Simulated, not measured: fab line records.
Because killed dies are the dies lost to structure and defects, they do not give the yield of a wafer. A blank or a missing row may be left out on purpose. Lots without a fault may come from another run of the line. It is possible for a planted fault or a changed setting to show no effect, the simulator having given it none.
Which tool is to blame? | flow gf180mcu | route of 602 steps, sampled at 1 step: 7 lots, 21 wafers

== WHAT THE GAUGES READ, wafer by wafer ==
GF_M1_CD_MEAS_14: the cd target is 230 nm.
lot  | measured     | on        | cd-nm (nm)
L622 | day 18 01:47 | cd-sem-02 | 229.4 229.2 229.5
L624 | day 19 01:17 | cd-sem-01 | 229.3 228.8 228.9
L625 | day 19 18:37 | cd-sem-02 | 231.4 230.6 231.3
L628 | day 20 11:42 | cd-sem-01 | 231.2 231.9 230.2
L631 | day 21 17:02 | cd-sem-01 | 231.6 231.9 231.6
L633 | day 22 15:25 | cd-sem-01 | 229.2 229.1 228.8
L635 | day 23 04:23 | cd-sem-01 | 230.9 231.1 230.5

== WHICH TOOL RAN EACH LOT (tool, then ch and the chambers of the sampled wafers, then the start) ==
The record shows no process step preceding these readings.

== THE ANSWER, worked out from the rows above alone ==
Rule: the lots themselves supply what counts as usual. The widest of any qualifying gaps counts: lots, ordered by their means at a reading, are off when they make up no more than a third of the lots, leave a main group of 4 or more, and stand apart from it by 3 or more times the standard deviation of that group's means. A main group is skipped when, at the precision printed for the reading in the tables above, its means are all equal. Also off: a lot with no number at a reading for which 4 or more lots have one. Any other lot the step has rows for is counted as sound.
None of the lots is off at any reading shown; this tells nothing.

== WHAT WAS PUT IN BY THE SIMULATOR ==
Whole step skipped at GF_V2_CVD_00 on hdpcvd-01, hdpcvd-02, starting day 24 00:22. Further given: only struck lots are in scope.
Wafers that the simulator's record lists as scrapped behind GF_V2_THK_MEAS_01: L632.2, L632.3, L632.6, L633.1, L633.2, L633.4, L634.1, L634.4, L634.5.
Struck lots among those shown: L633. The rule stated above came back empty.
